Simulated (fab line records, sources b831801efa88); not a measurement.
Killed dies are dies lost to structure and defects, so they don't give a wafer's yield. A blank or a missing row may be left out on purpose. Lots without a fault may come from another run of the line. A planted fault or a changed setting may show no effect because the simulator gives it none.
Split-lot experiment | flow sky130 | 5 lots, 27 wafers read, on a route of 708 steps

THE SPLIT
At SKY_METAL2_METAL_ETCH_19 (etches the open film in Cl2/BCl3, stops on SiO2, target depth 360 nm, time 78 s), the setting target_depth_a was moved away from the recipe's 3600 angstrom on 12 of the 27 wafers read, by -19.6% to +48.5%. The other wafers ran this setting at the recipe's value.

The file shows no step between the split and the reading.

THE READING
oes_product_au, in a.u., at SKY_METAL2_STRIP_20 (strips in O2/N2). Fault-free wafers of this fab line usually give 0.344 a.u., standard deviation 0.0054 a.u..

wafer  | tool, chamber at the split | target_depth_a as run, angstrom | against the recipe | oes_product_au, a.u. | against lot-mates on the recipe
L077.2 | rie_metal-04, 1            | 3600                            | recipe             | 0.337                | -
L077.5 | rie_metal-04, 1            | 3600                            | recipe             | 0.347                | -
L077.6 | rie_metal-04, 0            | 3600                            | recipe             | 0.347                | -
L078.1 | rie_metal-01, 1            | 3600                            | recipe             | 0.342                | -
L078.2 | rie_metal-01, 0            | 4743                            | +31.7%             | 0.307                | -0.033
L078.3 | rie_metal-01, 1            | 4743                            | +31.7%             | 0.308                | -0.032
L078.4 | rie_metal-01, 0            | 3600                            | recipe             | 0.333                | -
L078.5 | rie_metal-01, 1            | 4743                            | +31.7%             | 0.310                | -0.030
L078.6 | rie_metal-01, 0            | 3600                            | recipe             | 0.345                | -
L079.1 | rie_metal-01, 0            | 4741                            | +31.7%             | 0.312                | -0.030
L079.2 | rie_metal-01, 0            | 4741                            | +31.7%             | 0.310                | -0.032
L079.3 | rie_metal-01, 0            | 3600                            | recipe             | 0.345                | -
L079.4 | rie_metal-01, 0            | 3600                            | recipe             | 0.338                | -
L079.5 | rie_metal-01, 0            | 4741                            | +31.7%             | 0.303                | -0.039
L079.6 | rie_metal-01, 0            | 3600                            | recipe             | 0.342                | -
L083.1 | rie_metal-01, 0            | 3600                            | recipe             | 0.341                | -
L083.2 | rie_metal-01, 1            | 5347                            | +48.5%             | 0.284                | -0.062
L083.3 | rie_metal-01, 0            | 5347                            | +48.5%             | 0.288                | -0.058
L083.4 | rie_metal-01, 1            | 5347                            | +48.5%             | 0.285                | -0.061
L083.5 | rie_metal-01, 1            | 3600                            | recipe             | 0.340                | -
L083.6 | rie_metal-01, 0            | 3600                            | recipe             | 0.358                | -
L085.1 | rie_metal-01, 0            | 2895                            | -19.6%             | 0.367                | +0.029
L085.2 | rie_metal-01, 1            | 3600                            | recipe             | 0.336                | -
L085.3 | rie_metal-01, 1            | 3600                            | recipe             | 0.334                | -
L085.4 | rie_metal-01, 0            | 2895                            | -19.6%             | 0.361                | +0.023
L085.5 | rie_metal-01, 0            | 2895                            | -19.6%             | 0.362                | +0.024
L085.6 | rie_metal-01, 1            | 3600                            | recipe             | 0.343                | -

THE FIT
A straight line over all 27 wafers: oes_product_au changes by -0.00111 a.u. for each +1% of target_depth_a; r = -0.98; the points scatter about the line by 0.0052 a.u..
The same after taking each lot's own level away (the mean of its wafers on the recipe; 27 wafers): -0.00118 a.u. for each +1%; r = -0.98; scatter 0.0052 a.u..
On that fit, the largest move of target_depth_a shifts the reading by 0.057 a.u..
The lots' own levels span 0.3377 to 0.3463 a.u., that is 1.6 times the standard deviation above.
So the lot-to-lot level changes the slope little: the two slopes agree.
Check: with one of the wafers moved furthest among these (+48.5%) left out of the fit, the line predicts -0.055 a.u. for it against its lot-mates. It came out at -0.0623 a.u. against them.
Tool readings at the split's step, against how far the setting was moved: oes_product_au r = -0.98.

OTHER SPLITS ON THESE WAFERS
These wafers also went through other splits before the reading. Each is held against what the fit with the lots' levels taken away leaves over:
other split on the same wafers                   | wafers away from the commonest value | r with oes_product_au (lot level and that fit taken away)
SKY_LI_CONTACT_HDPCVD_00 time_s                  | 9                                    | +0.02
SKY_LOCAL_INTERCONNECT_DEVELOP_10 develop_time_s | 6                                    | +0.11

THE WHOLE CHAIN: every reading that the file lists as answering this split, in the file's order
step                     | what it does                                                                    | reading                                                                             | change (the file's fit)                   | r (the file's)
SKY_METAL2_METAL_ETCH_19 | etches the open film in Cl2/BCl3, stops on SiO2, target depth 360 nm, time 78 s | oes_product_au                                                                      | -0.00364 a.u. for each +1% of the setting | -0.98
SKY_METAL2_METAL_ETCH_19 | etches the open film in Cl2/BCl3, stops on SiO2, target depth 360 nm, time 78 s | KrF-thick_of_METAL2_COAT_10.thk_nm (the simulator's own value, which no gauge read) | -2.32 nm for each +1% of the setting      | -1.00
SKY_METAL2_METAL_ETCH_19 | etches the open film in Cl2/BCl3, stops on SiO2, target depth 360 nm, time 78 s | METAL2.cd_nm (the simulator's own value, which no gauge read)                       | -0.231 nm for each +1% of the setting     | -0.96
SKY_METAL2_METAL_ETCH_19 | etches the open film in Cl2/BCl3, stops on SiO2, target depth 360 nm, time 78 s | SiO2_of_VIA1_HDPCVD_00.thk_nm (the simulator's own value, which no gauge read)      | -0.093 nm for each +1% of the setting     | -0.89
SKY_METAL2_STRIP_20      | strips in O2/N2                                                                 | oes_product_au                                                                      | -0.00116 a.u. for each +1% of the setting | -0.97
SKY_METAL2_STRIP_20      | strips in O2/N2                                                                 | strip_time_to_endpoint_s                                                            | withheld for each +1% of the setting      | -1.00

THE FILE'S OWN FIT
oes_product_au changes by -0.00116 a.u. for each +1% of target_depth_a, r = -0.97.
